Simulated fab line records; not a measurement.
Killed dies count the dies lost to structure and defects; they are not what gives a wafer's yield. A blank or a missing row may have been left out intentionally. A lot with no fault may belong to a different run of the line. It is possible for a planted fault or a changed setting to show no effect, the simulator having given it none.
fab line records | flow sky130
record: lots: 14 wafers: 42 last-day: 50
route steps=708 shown CONTACT@429 VIA1@470 METAL2@485
lots with no fault: from the same line, run without faults
start-h: start of the lot's first displayed wafer, in hours after the record's first day | wait-h: hours elapsed since this lot's preceding step | " unchanged from the row above | L1.1+2: several wafers, shown together as one row | - no value, or no start given | * or withheld: withheld | < > ~ a bound
route shown NAME@n: a module of which the file shows steps, and the number in the route of the first | usual: mean/standard deviation of fault-free wafers | same: alike in all rows | chamber/n: place in a boat | sites: the reading at each site | _std_site: standard deviation of those values | _edge_site: the outer-site mean with the inner-site mean subtracted | radius-mm: how far each site lies from the wafer's centre | mask NAME#n: copy n | behind: the last tool/chamber to shape the wafer | hold: cause of the lot's hold/its duration in hours/its outcome | device: whichever transistor did not switch (one of n, p or np) | end of line: the tests these same wafers got at the end of their route | a step given without rows: its recipe and nothing more | killed: at the first sort, the dies lost to defects and structure; wafer yield is something else | map: dies across one wafer; x = killed, . = not, _ = none there
set.NAME: the setting as run; set.NAME@STEP: as run at that earlier step | model.NAME: the simulator's own value behind a step, which no gauge read
the route's steps for a sample of lots (tables are steps, rows are wafers)
services: a tool's chamber out of use, with start hour (start-h, from the record's first day; less than 0 if before it), hours out, and reason
== steps ==
step: SKY_CONTACT_SPUTTER_23
recipe: material: TiN target-thk-nm: 20 chamber-pressure-pa: 5 power-w: 4000 time-s: 80
usual: throttle-valve-pct: 30.4/1.4
columns lot.wafer tool chamber start-h wait-h throttle-valve-pct
L745.2 pvd-sputter-03 - 742.51 0.0 28.7
L745.3 " - " " 28.8
L745.4 " - " " 30.2
L746.1 pvd-sputter-01 - 744.53 0.0 31.9
L746.5 " - " " 29.9
L746.6 " - " " 32.1
L748.2 pvd-sputter-04 - 762.54 0.0 30.0
L748.4 " - " " 27.7
L748.5 " - " " 30.1
L749.1 pvd-sputter-04 - 768.99 0.0 31.3
L749.3 " - " " 29.9
L749.4 " - " " 31.5
L750.3 pvd-sputter-03 - 770.51 0.0 29.7
L750.4 " - " " 28.9
L750.5 " - " " 28.9
L751.3 pvd-sputter-04 - 795.67 0.0 30.3
L751.5 " - " " 31.1
L751.6 " - " " 27.6
L753.3 pvd-sputter-03 - 797.10 0.0 30.5
L753.5 " - " " 28.7
L753.6 " - " " 28.9
L756.2 pvd-sputter-03 - 819.17 0.0 30.2
L756.3 " - " " 29.1
L756.4 " - " " 28.6
L758.1 pvd-sputter-04 - 842.35 0.0 31.2
L758.3 " - " " 31.5
L758.6 " - " " 31.4
L762.1 pvd-sputter-01 - 866.17 0.0 32.3
L762.3 " - " " 32.0
L762.6 " - " " 30.0
L765.2 pvd-sputter-03 - 892.50 0.0 29.3
L765.5 " - " " 28.7
L765.6 " - " " 30.0
L766.2 pvd-sputter-03 - 895.93 0.0 30.0
L766.3 " - " " 29.0
L766.4 " - " " 29.5
L767.3 pvd-sputter-01 - 899.97 0.0 30.1
L767.4 " - " " 32.4
L767.5 " - " " 32.2
L768.1 pvd-sputter-01 - 918.39 0.0 31.7
L768.3 " - " " 29.9
L768.5 " - " " 31.8
step: SKY_VIA1_CD_MEAS_12
recipe: target-cd-nm: 150
usual: cd-nm: 149.8/1.4
columns lot.wafer tool chamber start-h wait-h cd-nm
L745.2 cd-sem-02 - 798.55 - 147.6
L745.3 " - " " 150.0
L745.4 " - " " 150.0
L746.1 cd-sem-02 - 801.28 - 151.4
L746.5 " - " " 150.5
L746.6 " - " " 150.5
L748.2 cd-sem-02 - 818.15 - 149.8
L748.4 " - " " 148.3
L748.5 " - " " 150.5
L749.1 cd-sem-01 - 824.57 - 149.8
L749.3 " - " " 148.9
L749.4 " - " " 149.9
L750.3 cd-sem-02 - 826.42 - 152.9
L750.4 " - " " 151.5
L750.5 " - " " 151.2
L751.3 cd-sem-02 - 849.47 - 151.3
L751.5 " - " " 152.0
L751.6 " - " " 149.8
L753.3 cd-sem-02 - 852.37 - 149.0
L753.5 " - " " 149.0
L753.6 " - " " 150.1
L756.2 cd-sem-01 - 874.55 - 148.1
L756.3 " - " " 148.7
L756.4 " - " " 148.6
L758.1 cd-sem-02 - 896.38 - 149.9
L758.3 " - " " 150.3
L758.6 " - " " 151.2
L762.1 cd-sem-02 - 920.53 - 151.6
L762.3 " - " " 150.3
L762.6 " - " " 149.6
L765.2 cd-sem-02 - 945.54 - 148.4
L765.5 " - " " 148.9
L765.6 " - " " 149.4
L766.2 cd-sem-01 - 948.25 - 152.5
L766.3 " - " " 152.3
L766.4 " - " " 152.1
L767.3 cd-sem-01 - 952.22 - 150.3
L767.4 " - " " 149.6
L767.5 " - " " 147.8
L768.1 cd-sem-01 - 969.98 - 148.8
L768.3 " - " " 148.3
L768.5 " - " " 147.8
step: SKY_VIA1_SPUTTER_20
recipe: material: TiN target-thk-nm: 20 chamber-pressure-pa: 5 power-w: 4000 time-s: 80
usual: throttle-valve-pct: 29.8/1.2
columns lot.wafer tool chamber start-h wait-h throttle-valve-pct
L745.2 pvd-sputter-02 - 799.37 0.0 28.4
L745.3 " - " " 30.2
L745.4 " - " " 28.5
L746.1 pvd-sputter-04 - 802.12 0.0 27.6
L746.5 " - " " 27.7
L746.6 " - " " 31.9
L748.2 pvd-sputter-04 - 819.01 0.0 27.8
L748.4 " - " " 31.3
L748.5 " - " " 28.0
L749.1 pvd-sputter-04 - 825.45 0.0 31.1
L749.3 " - " " 30.6
L749.4 " - " " 32.0
L750.3 pvd-sputter-04 - 827.22 0.0 31.0
L750.4 " - " " 27.9
L750.5 " - " " 31.4
L751.3 pvd-sputter-04 - 850.27 0.0 27.9
L751.5 " - " " 31.9
L751.6 " - " " 30.3
L753.3 pvd-sputter-04 - 853.17 0.0 27.5
L753.5 " - " " 30.3
L753.6 " - " " 31.7
L756.2 pvd-sputter-04 - 875.37 0.0 31.6
L756.3 " - " " 31.2
L756.4 " - " " 27.8
L758.1 pvd-sputter-03 - 897.22 0.0 29.4
L758.3 " - " " 30.2
L758.6 " - " " 30.2
L762.1 pvd-sputter-02 - 921.37 0.0 30.5
L762.3 " - " " 28.6
L762.6 " - " " 30.5
L765.2 pvd-sputter-03 - 946.36 0.0 29.1
L765.5 " - " " 28.6
L765.6 " - " " 28.8
L766.2 pvd-sputter-02 - 949.07 0.0 28.6
L766.3 " - " " 28.6
L766.4 " - " " 29.4
L767.3 pvd-sputter-02 - 953.02 0.0 28.3
L767.4 " - " " 28.4
L767.5 " - " " 29.6
L768.1 pvd-sputter-03 - 970.82 0.0 29.9
L768.3 " - " " 29.1
L768.5 " - " " 29.1
step: SKY_METAL2_SPUTTER_02
recipe: material: AlCu target-thk-nm: 250 power-w: 10600 time-s: 13.3 chamber-pressure-pa: 0.4
usual: throttle-valve-pct: 30.2/1.3
columns lot.wafer tool chamber start-h wait-h throttle-valve-pct
L745.2 pvd-sputter-03 - 800.28 0.0 30.2
L745.3 " - " " 29.1
L745.4 " - " " 28.6
L746.1 pvd-sputter-01 - 802.80 0.0 32.1
L746.5 " - " " 32.0
L746.6 " - " " 32.1
L748.2 pvd-sputter-01 - 819.69 0.0 32.2
L748.4 " - " " 32.1
L748.5 " - " " 32.3
L749.1 pvd-sputter-03 - 826.13 0.0 29.3
L749.3 " - " " 29.1
L749.4 " - " " 30.1
L750.3 pvd-sputter-02 - 827.90 0.0 28.7
L750.4 " - " " 28.5
L750.5 " - " " 28.6
L751.3 pvd-sputter-03 - 850.95 0.0 30.1
L751.5 " - " " 29.7
L751.6 " - " " 28.6
L753.3 pvd-sputter-02 - 853.85 0.0 28.6
L753.5 " - " " 30.4
L753.6 " - " " 29.6
L756.2 pvd-sputter-02 - 876.05 0.0 28.4
L756.3 " - " " 28.5
L756.4 " - " " 30.4
L758.1 pvd-sputter-02 - 897.90 0.0 28.6
L758.3 " - " " 30.4
L758.6 " - " " 28.3
L762.1 pvd-sputter-03 - 922.05 0.0 30.0
L762.3 " - " " 28.8
L762.6 " - " " 30.2
L765.2 pvd-sputter-01 - 947.04 0.0 32.2
L765.5 " - " " 32.0
L765.6 " - " " 31.8
L766.2 pvd-sputter-01 - 949.75 0.0 32.2
L766.3 " - " " 32.3
L766.4 " - " " 30.1
L767.3 pvd-sputter-03 - 953.70 0.0 28.9
L767.4 " - " " 28.9
L767.5 " - " " 28.9
L768.1 pvd-sputter-01 - 971.50 0.0 31.9
L768.3 " - " " 32.2
L768.5 " - " " 30.1
step: SKY_METAL2_RS_MEAS_05
recipe: thk-meas-gauge: four-point-probe reads: TiN_of_METAL2_SPUTTER_04+Ti_of_METAL2_SPUTTER_03+AlCu_of_METAL2_SPUTTER_02+TiN_of_METAL2_SPUTTER_01+Ti_of_METAL2_SPUTTER_00
usual: METAL2_ALCU_RS: 0.1263/0.0011
columns lot.wafer tool chamber start-h wait-h METAL2_ALCU_RS[ohm/sq]
L745.2 film-metro-03 - 800.39 0.0 0.1261
L745.3 " - " " 0.1279
L745.4 " - " " 0.1258
L746.1 film-metro-01 - 802.89 0.0 0.1241
L746.5 " - " " 0.1246
L746.6 " - " " 0.1247
L748.2 film-metro-04 - 819.80 0.0 0.1243
L748.4 " - " " 0.1266
L748.5 " - " " 0.1257
L749.1 film-metro-04 - 826.23 0.0 0.1259
L749.3 " - " " 0.1281
L749.4 " - " " 0.1265
L750.3 film-metro-01 - 828.04 0.1 0.1276
L750.4 " - " " 0.1261
L750.5 " - " " 0.1253
L751.3 film-metro-04 - 851.08 0.1 0.1279
L751.5 " - " " 0.1286
L751.6 " - " " 0.1271
L753.3 film-metro-03 - 853.98 0.1 0.1291
L753.5 " - " " 0.1269
L753.6 " - " " 0.1285
L756.2 film-metro-04 - 876.16 0.0 0.1270
L756.3 " - " " 0.1246
L756.4 " - " " 0.0867
L758.1 film-metro-03 - 898.00 0.0 0.1260
L758.3 " - " " 0.0870
L758.6 " - " " 0.1267
L762.1 film-metro-01 - 922.14 0.0 0.1258
L762.3 " - " " 0.1247
L762.6 " - " " 0.1253
L765.2 film-metro-03 - 947.15 0.0 0.1282
L765.5 " - " " 0.1236
L765.6 " - " " 0.1250
L766.2 film-metro-01 - 949.86 0.0 0.1253
L766.3 " - " " 0.1276
L766.4 " - " " 0.1256
L767.3 film-metro-04 - 953.83 0.1 0.1253
L767.4 " - " " 0.1290
L767.5 " - " " 0.1268
L768.1 film-metro-04 - 971.59 0.0 0.1271
L768.3 " - " " 0.1264
L768.5 " - " " 0.1270
step: SKY_METAL2_THK_MEAS_06
recipe: thk-meas-gauge: xrf reads: AlCu_of_METAL2_SPUTTER_02
usual: METAL2_ALCU_THK: 251.7/2.5
columns lot.wafer tool chamber start-h wait-h METAL2_ALCU_THK[nm]
L745.2 film-metro-03 - 800.50 0.1 254.2
L745.3 " - " " 248.7
L745.4 " - " " 253.0
L746.1 film-metro-01 - 803.01 0.1 256.3
L746.5 " - " " 253.5
L746.6 " - " " 253.8
L748.2 film-metro-04 - 819.91 0.1 254.5
L748.4 " - " " 249.9
L748.5 " - " " 251.8
L749.1 film-metro-04 - 826.35 0.1 252.9
L749.3 " - " " 246.7
L749.4 " - " " 249.9
L750.3 film-metro-01 - 828.14 0.1 249.4
L750.4 " - " " 254.1
L750.5 " - " " 252.3
L751.3 film-metro-04 - 851.18 0.1 248.3
L751.5 " - " " 245.7
L751.6 " - " " 247.7
L753.3 film-metro-03 - 854.08 0.1 247.5
L753.5 " - " " 251.4
L753.6 " - " " 248.4
L756.2 film-metro-04 - 876.27 0.1 251.1
L756.3 " - " " 257.6
L756.4 " - " " 364.1
L758.1 film-metro-03 - 898.12 0.1 254.2
L758.3 " - " " 361.4
L758.6 " - " " 252.2
L762.1 film-metro-01 - 922.26 0.1 252.4
L762.3 " - " " 255.8
L762.6 " - " " 252.2
L765.2 film-metro-03 - 947.26 0.1 245.1
L765.5 " - " " 254.9
L765.6 " - " " 252.8
L766.2 film-metro-01 - 949.97 0.1 254.2
L766.3 " - " " 251.4
L766.4 " - " " 255.6
L767.3 film-metro-04 - 953.93 0.1 255.1
L767.4 " - " " 247.5
L767.5 " - " " 250.0
L768.1 film-metro-04 - 971.71 0.1 248.5
L768.3 " - " " 250.4
L768.5 " - " " 249.6
step: SKY_METAL2_METAL_ETCH_19
recipe: target-depth-a: 3600 stop-on: SiO2 over-etch-frac: 0.3 time-s: 78 chemistry: Cl2/BCl3 resist-sidewall-deg: 88 pressure-mtorr: 10 icp-w: 900 bias-w: 48.5 Cl2_flow_sccm: 60 bcl3-flow-sccm: 30
usual: drypump-motor-current-A: 5.39/0.21 mfc-cl2-sccm: 60.03/0.19 oes-product-au: 0.855/0.0061 throttle-valve-pct: 22.265/0.0094
columns lot.wafer tool chamber start-h wait-h drypump-motor-current-A mfc-cl2-sccm oes-product-au rf-hours-counter-h throttle-valve-pct
L745.2 rie-metal-04 1 827.24 0.0 5.36 60.24 0.852 15 22.275
L745.3 " 0 " " 5.27 60.00 0.849 - 22.263
L745.4 " 1 " " 5.34 60.07 0.858 - 22.263
L746.1 rie-metal-04 0 830.07 0.0 5.30 59.99 0.861 16 22.260
L746.5 " 0 " " 5.29 59.54 0.861 - 22.256
L746.6 " 1 " " 5.38 59.82 0.855 - 22.254
L748.2 rie-metal-04 1 845.49 0.0 5.38 60.27 0.863 16 22.266
L748.4 " 1 " " 5.37 60.30 0.858 - 22.249
L748.5 " 1 " " 5.36 60.28 0.858 - 22.266
L749.1 rie-metal-04 1 852.82 0.0 5.36 60.11 0.862 16 22.265
L749.3 " 0 " " 5.30 60.36 0.853 - 22.257
L749.4 " 1 " " 5.34 60.17 0.857 - 22.269
L750.3 rie-metal-04 0 854.41 0.1 5.28 60.08 0.846 - 22.271
L750.4 " 1 " " 5.39 60.01 0.848 - 22.255
L750.5 " 0 " " 5.28 59.98 0.861 - 22.273
L751.3 rie-metal-01 0 877.45 0.1 5.19 60.12 0.845 - 22.267
L751.5 " 1 " " 5.23 60.06 0.849 - 22.257
L751.6 " 0 " " 5.20 59.98 0.840 - 22.269
L753.3 rie-metal-03 1 879.97 0.1 5.81 59.60 0.845 - 22.260
L753.5 " 1 " " 5.81 59.79 0.858 - 22.276
L753.6 " 0 " " 5.64 60.08 0.856 - 22.281
L756.2 rie-metal-03 0 902.68 0.0 5.68 59.80 0.854 18 22.258
L756.3 " 0 " " 5.66 59.81 0.855 - 22.253
L756.4 " 1 " " 5.79 60.00 0.952 - 22.254
L758.1 rie-metal-03 0 924.04 0.0 5.62 59.85 0.848 0 22.278
L758.3 " 0 " " 5.63 59.77 0.945 - 22.271
L758.6 " 1 " " 5.79 60.06 0.858 - 22.261
L762.1 rie-metal-01 0 947.03 0.1 5.18 59.73 0.851 9 22.269
L762.3 " 0 " " 5.18 60.15 0.862 - 22.246
L762.6 " 0 " " 5.19 60.16 0.864 - 22.270
L765.2 rie-metal-01 1 971.49 0.0 5.22 59.63 0.851 6 22.264
L765.5 " 1 " " 5.22 59.98 0.869 - 22.267
L765.6 " 0 " " 5.16 60.02 0.861 - 22.259
L766.2 rie-metal-01 1 973.97 0.0 5.25 60.14 0.859 6 22.283
L766.3 " 1 " " 5.24 60.22 0.851 - 22.266
L766.4 " 0 " " 5.17 59.84 0.861 - 22.255
L767.3 rie-metal-01 1 978.42 0.1 5.23 59.94 0.856 - 22.265
L767.4 " 0 " " 5.18 60.02 0.842 - 22.261
L767.5 " 1 " " 5.23 60.02 0.852 - 22.255
L768.1 rie-metal-04 1 994.74 0.0 5.39 60.21 0.854 7 22.275
L768.3 " 0 " " 5.29 60.29 0.849 - 22.255
L768.5 " 1 " " 5.38 60.22 0.847 - 22.276
== services ==
columns tool chamber start-h hours kind
pvd-sputter-02 - 720.30 2.0 repair
rie-metal-01 0 722.63 3.8 repair
pvd-sputter-03 - 727.97 2.6 repair
rie-metal-01 1 745.39 3.8 repair
rie-metal-04 1 804.66 14.9 repair
rie-metal-04 - 828.11 1.4 pm
pvd-sputter-01 0 830.27 - consumable-replace:kit
pvd-sputter-01 0 830.27 18.0 scheduled-down
pvd-sputter-01 0 830.27 18.0 vent-cycle
rie-metal-04 1 855.58 - clean
pvd-sputter-03 - 860.00 0.5 repair
pvd-sputter-01 - 874.15 2.3 repair
pvd-sputter-02 2 883.49 - consumable-replace:kit
pvd-sputter-02 2 883.49 18.0 scheduled-down
pvd-sputter-02 2 883.49 18.0 vent-cycle
pvd-sputter-04 0 915.95 - consumable-replace:kit
pvd-sputter-04 0 915.95 18.0 scheduled-down
pvd-sputter-04 0 915.95 18.0 vent-cycle
rie-metal-01 - 938.33 0.2 repair
rie-metal-01 1 940.50 29.5 repair
pvd-sputter-01 3 969.04 - consumable-replace:kit
pvd-sputter-01 3 969.04 18.0 scheduled-down
pvd-sputter-01 3 969.04 18.0 vent-cycle
rie-metal-03 - 990.32 4.3 pm
== key ==
first-sign: step: SKY_METAL2_RS_MEAS_05 reading: METAL2_ALCU_RS direction: down sigmas: 35 usual: 0.1263 struck: 0.0869
effect: step: SKY_METAL2_THK_MEAS_06 reading: METAL2_ALCU_THK direction: up sigmas: 44 usual: 251.7 struck: 362.7
effect: step: SKY_METAL2_METAL_ETCH_19 reading: oes-product-au direction: up sigmas: 15 usual: 0.855 struck: 0.948
met-at SKY_METAL2_SPUTTER_02
struck-lots L756,L758
struck-wafers L756.4,L758.3
sort-left-out L756.4,L758.3
not-acting-at SKY_CONTACT_SPUTTER_23,SKY_VIA1_CD_MEAS_12,SKY_VIA1_SPUTTER_20
onset-between 853.85 876.05
fault: kind: process-parameter-drift tool: pvd-sputter-02 chamber: - onset-h: 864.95 steps: SKY_METAL2_SPUTTER_02 channel: target-thk-nm offset: 108.95 shape: step end-h: 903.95 acts-in: these-recipes-only stated: 250 scope: struck-wafers-only
sort-left-out: the simulated sort isn't trusted on such a fault, so these wafers' sort isn't shown, and their yield isn't known
